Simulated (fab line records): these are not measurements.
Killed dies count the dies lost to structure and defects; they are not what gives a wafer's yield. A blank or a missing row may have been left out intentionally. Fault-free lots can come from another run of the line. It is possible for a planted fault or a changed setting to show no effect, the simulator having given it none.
The tool behind it: which one? || flow sky130 || Sampling: 6 lots, 18 wafers, 4 of 708 route steps

## WHAT EACH GAUGE READ, for each wafer
SKY_CONTACT_THK_MEAS_03.
{"lot": "L759", "measured": "day 31 06:37", "on": "film_metro-03", "CONTACT_HDPCVD_THK (nm)": "571 566 568"}
{"lot": "L764", "measured": "day 33 11:08", "on": "film_metro-01", "CONTACT_HDPCVD_THK (nm)": "560 567 557"}
{"lot": "L766", "measured": "day 33 15:01", "on": "film_metro-03", "CONTACT_HDPCVD_THK (nm)": "565 567 553"}
{"lot": "L769", "measured": "day 34 18:01", "on": "film_metro-01", "CONTACT_HDPCVD_THK (nm)": "561 575 568"}
{"lot": "L771", "measured": "day 35 00:59", "on": "film_metro-02", "CONTACT_HDPCVD_THK (nm)": "538 536 544"}
{"lot": "L773", "measured": "day 35 15:29", "on": "film_metro-01", "CONTACT_HDPCVD_THK (nm)": "545 536 551"}

## EACH LOT AND THE TOOL THAT RAN IT (in order: tool; ch and the chambers of the sampled wafers; start)
{"lot": "L759", "SKY_LI_CONTACT_SPUTTER_19": "pvd_sputter-01, day 30 00:26", "SKY_LOCAL_INTERCONNECT_METAL_ETCH_14": "rie_metal-03 ch 1, day 31 05:41", "SKY_CONTACT_HDPCVD_02": "hdpcvd-02 ch 0,1,2, day 31 06:32"}
{"lot": "L764", "SKY_LI_CONTACT_SPUTTER_19": "pvd_sputter-04, day 32 06:28", "SKY_LOCAL_INTERCONNECT_METAL_ETCH_14": "rie_metal-02 ch 0,1, day 33 10:18", "SKY_CONTACT_HDPCVD_02": "hdpcvd-01 ch 1,2, day 33 11:03"}
{"lot": "L766", "SKY_LI_CONTACT_SPUTTER_19": "pvd_sputter-04, day 32 10:42", "SKY_LOCAL_INTERCONNECT_METAL_ETCH_14": "rie_metal-01 ch 0, day 33 14:13", "SKY_CONTACT_HDPCVD_02": "hdpcvd-01 ch 0,1,2, day 33 14:57"}
{"lot": "L769", "SKY_LI_CONTACT_SPUTTER_19": "pvd_sputter-01, day 33 13:45", "SKY_LOCAL_INTERCONNECT_METAL_ETCH_14": "rie_metal-02 ch 0,1, day 34 17:04", "SKY_CONTACT_HDPCVD_02": "hdpcvd-02 ch 0,1,2, day 34 17:56"}
{"lot": "L771", "SKY_LI_CONTACT_SPUTTER_19": "pvd_sputter-01, day 33 19:59", "SKY_LOCAL_INTERCONNECT_METAL_ETCH_14": "rie_metal-01 ch 0, day 35 00:00", "SKY_CONTACT_HDPCVD_02": "hdpcvd-01 ch 1,2, day 35 00:52"}
{"lot": "L773", "SKY_LI_CONTACT_SPUTTER_19": "pvd_sputter-02, day 34 11:07", "SKY_LOCAL_INTERCONNECT_METAL_ETCH_14": "rie_metal-03 ch 0,1, day 35 14:37", "SKY_CONTACT_HDPCVD_02": "hdpcvd-01 ch 0,2, day 35 15:25"}
- SKY_LI_CONTACT_SPUTTER_19: material Ti, target thk 20 nm, time 106.37 s.
- SKY_LOCAL_INTERCONNECT_METAL_ETCH_14: etches TiN in Cl2/BCl3, stops on PSG, target depth 110 nm, time 31.4 s.
- SKY_CONTACT_HDPCVD_02: deposits SiO2, target thk 565 nm, time 94.2 s.

## THE ANSWER, worked out from the rows above alone
Rule: usual is defined by the lots themselves. The widest of any qualifying gaps counts: lots, ordered by their means at a reading, are off when they make up no more than a third of the lots, leave a main group of 4 or more, and stand apart from it by 3 or more times the standard deviation of that group's means. A main group whose means are all the same, to the digits that the tables above print for the reading, isn't used. A lot without any number at a reading at which 4 lots or more have one is off too. Any other lot the step has rows for is counted as sound.
Off: L771, L773, seen at SKY_CONTACT_THK_MEAS_03 (CONTACT_HDPCVD_THK). For the main group the mean is 565 nm and the standard deviation 3.3.
A tool fits if, at a process step before that reading, it ran every lot that is off, and no sound lot after the first of them. Gauges at SKY_CONTACT_THK_MEAS_03: tried the same way as those tools. One candidate fits, namely hdpcvd-01 at SKY_CONTACT_HDPCVD_02. Its last sound lot is L766 (day 33 14:57), its first lot that is off L771 (day 35 00:52): a fault that began between those two fits.

## WHAT THE SIMULATOR PUT IN
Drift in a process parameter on hdpcvd-01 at SKY_CONTACT_HDPCVD_02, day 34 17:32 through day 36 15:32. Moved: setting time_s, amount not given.
Lots struck among those shown: L771, L773. The rule above found the same.
